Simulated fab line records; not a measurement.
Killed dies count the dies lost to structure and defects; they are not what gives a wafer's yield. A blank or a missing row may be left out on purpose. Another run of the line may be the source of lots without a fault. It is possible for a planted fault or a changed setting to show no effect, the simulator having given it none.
Matching of chambers    flow sky130    4 sister chambers for SKY_VIA4_CMP_02 on cmp-01
The step polishes SiO2. 4 wafers are shown with their chamber, then 7 later ones without.

== EACH WAFER AND ITS CHAMBER ==
wafer   chamber  motorCurrentA (A)
L206.4  0        13.4
L210.2  2        14.1
L216.1  3        12.3
L216.3  1        10.8

== WAFERS WITH NO CHAMBER GIVEN ==
wafer   motorCurrentA (A)
L216.4  14.1
L217.1  13.5
L217.3  10.7
L217.4  11.9
L226.2  13.3
L226.4  10.7
L226.5  13.7

== EACH ONE'S CHAMBER ==
wafer   from the rows above      in truth
L216.4  2                        2
L217.1  0                        0
L217.3  1                        1
L217.4  3                        3
L226.2  0                        0
L226.4  1                        1
L226.5  can't be placed: 0 or 2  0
Placed correctly: 6 of 7. Cannot be placed on the basis of these rows: 1; the candidates contain the true chamber in 1. Placed wrongly: 0.
How it was worked out, from the rows above alone: a wafer's distance from a chamber is the root of the sum, over the readings, of the square of ((its reading less the chamber's mean) divided by the reading's scatter). The wafer belongs to the nearest chamber; if the next one is less than 2 further off, it can't be placed. A chamber's mean is the mean of its shown wafers. The scatter: root of mean squared gap, hidden wafer to nearest shown wafer, with one shown wafer a chamber.
